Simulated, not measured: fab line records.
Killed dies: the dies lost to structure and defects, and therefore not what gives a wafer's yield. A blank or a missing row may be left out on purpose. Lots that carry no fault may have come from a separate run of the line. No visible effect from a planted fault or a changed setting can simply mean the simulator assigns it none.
The tool behind it: which one? | flow gf180mcu | Sampling: 12 lots, 36 wafers, 3 of 602 route steps

== WHAT THE GAUGES READ, wafer by wafer ==
GF_VT_IMPLANT_OVL_MEAS_40. Usual: VT_IMPLANT_03_OVL typically reads 0.2 nm, with standard deviation 1.8.
lot  | measured     | on         | VT_IMPLANT_03_OVL (nm) | flag
L315 | day 7 18:16  | overlay-02 | 1.8 2.7 2.5            | 
L316 | day 8 01:24  | overlay-02 | -1.0 -0.7 -0.3         | 
L318 | day 8 17:25  | overlay-01 | 0.5 -0.9 1.4           | 
L319 | day 8 22:58  | overlay-01 | 2.3 2.4 1.2            | 
L321 | day 9 12:17  | overlay-01 | -2.6 -1.3 -1.7         | 
L323 | day 10 02:09 | overlay-01 | -0.6 0.3 1.3           | 
L325 | day 10 14:28 | overlay-02 | 0.3 1.0 2.8            | 
L330 | day 12 01:53 | overlay-02 | 4.8 4.3 2.1            | 
L334 | day 13 03:37 | overlay-01 | 0.6 1.8 0.4            | 
L335 | day 13 11:27 | overlay-01 | -1.4 -1.6 1.2          | 
L336 | day 13 19:02 | overlay-01 | -1.8 -0.1 -2.1         | 
L337 | day 13 22:08 | overlay-01 | -2.6 -2.0 -2.2         | 

GF_POLY_GATE_CD_MEAS_10: the cd target is 280 nm. Usual: cdNm reads 279.9 nm (standard deviation 1.2).
lot  | measured     | on       | cdNm (nm)         | flag
L315 | day 9 09:57  | cdSem-02 | 281.4 280.2 280.3 | 
L316 | day 9 18:28  | cdSem-01 | 281.7 280.3 281.0 | 
L318 | day 10 09:18 | cdSem-01 | 279.7 278.3 279.2 | 
L319 | day 10 16:27 | cdSem-01 | 280.0 279.0 280.0 | 
L321 | day 11 08:07 | cdSem-02 | 279.5 279.5 280.0 | 
L323 | day 11 20:24 | cdSem-02 | 277.4 278.5 277.7 | 
L325 | day 12 11:06 | cdSem-01 | 279.9 279.7 278.8 | 
L330 | day 14 00:59 | cdSem-02 | 279.7 278.2 279.6 | 
L334 | day 15 04:59 | cdSem-01 | 279.9 279.4 280.6 | 
L335 | day 15 12:04 | cdSem-02 | 280.5 280.6 280.6 | 
L336 | day 15 18:58 | cdSem-02 | 281.2 279.6 280.9 | 
L337 | day 16 00:25 | cdSem-02 | 280.6 279.0 279.7 | 

== TOOL THAT RAN EACH LOT (tool first, then ch and the chambers of the sampled wafers, then the start) ==
lot  | GF_NWELL_STRIP_10
L315 | plasmaAsher-02 ch 0,1, day 3 12:35
L316 | plasmaAsher-02 ch 0,1, day 3 18:16
L318 | plasmaAsher-04 ch 1, day 4 06:05
L319 | plasmaAsher-03 ch 0,1, day 4 10:47
L321 | plasmaAsher-03 ch 0,1, day 4 22:38
L323 | plasmaAsher-03 ch 0,1, day 5 08:41
L325 | plasmaAsher-04 ch 1, day 5 19:14
L330 | plasmaAsher-02 ch 0,1, day 6 23:47
L334 | plasmaAsher-04 ch 0, day 7 21:05
L335 | plasmaAsher-04 ch 0,1, day 8 02:44
L336 | plasmaAsher-03 ch 1, day 8 07:56
L337 | plasmaAsher-04 ch 0,1, day 8 12:13
- GF_NWELL_STRIP_10: strips in O2/N2.

== AS READ BY THE TOOLS THEMSELVES (means over the sampled wafers that have a number; for cases with no such wafer, the mark the record gives instead) ==
GF_NWELL_STRIP_10. Usual: chamberPressureMTorr 1499.9 mTorr, standard deviation 1.3; drypumpMotorCurrentA 5.8 A, standard deviation 0.4; heaterPowerW 344 W, standard deviation 34; oesProductAu 0.723 a.u., standard deviation 0.0047; stripTimeToEndpointS 37.01 s, standard deviation 0.09.
lot  | tool           | chamberPressureMTorr (mTorr) | drypumpMotorCurrentA (A) | heaterPowerW (W) | oesProductAu (a.u.) | stripTimeToEndpointS (s) | flag
L315 | plasmaAsher-02 | 1501.0                       | 5.6                      | 366              | 0.726               | 37.05                    | 
L316 | plasmaAsher-02 | 1500.8                       | 5.6                      | 367              | 0.723               | 36.92                    | 
L318 | plasmaAsher-04 | 1501.4                       | 6.5                      | 326              | 0.723               | 36.97                    | 
L319 | plasmaAsher-03 | 1499.5                       | 5.8                      | 357              | 0.725               | 37.10                    | 
L321 | plasmaAsher-03 | 1500.2                       | 5.5                      | 351              | 0.723               | 37.20                    | 
L323 | plasmaAsher-03 | 1501.2                       | 5.5                      | 357              | 0.723               | 37.02                    | 
L325 | plasmaAsher-04 | 1501.4                       | 6.5                      | 325              | 0.718               | 37.00                    | 
L330 | plasmaAsher-02 | 1498.9                       | 5.6                      | 369              | 0.727               | 36.88                    | 
L334 | plasmaAsher-04 | 1499.6                       | 5.9                      | 325              | 0.724               | 36.91                    | 
L335 | plasmaAsher-04 | 1499.7                       | 6.1                      | 332              | 0.721               | 37.10                    | 
L336 | plasmaAsher-03 | 1500.2                       | 5.3                      | 347              | 0.725               | 37.01                    | 
L337 | plasmaAsher-04 | 1500.6                       | 6.1                      | 322              | 0.723               | 36.93                    | 

== THE ANSWER, worked out from the rows above alone ==
Rule: take the mean of a lot's wafers that have a number; if it is more than 3 standard deviations from the usual mean, the lot is off. A lot without any number at a reading at which 4 lots or more have one is off too. Any other lot the step has rows for is counted as sound. First the gauges in route order, then the tools' own readings, where a lot's mean is used as printed above. The first step at which some lot is off is used, and at that step the reading that is off furthest; a lot without a number counts as furthest.
None of the lots is off at any reading shown; this tells nothing.

== WHAT THE SIMULATOR HAD PUT IN ==
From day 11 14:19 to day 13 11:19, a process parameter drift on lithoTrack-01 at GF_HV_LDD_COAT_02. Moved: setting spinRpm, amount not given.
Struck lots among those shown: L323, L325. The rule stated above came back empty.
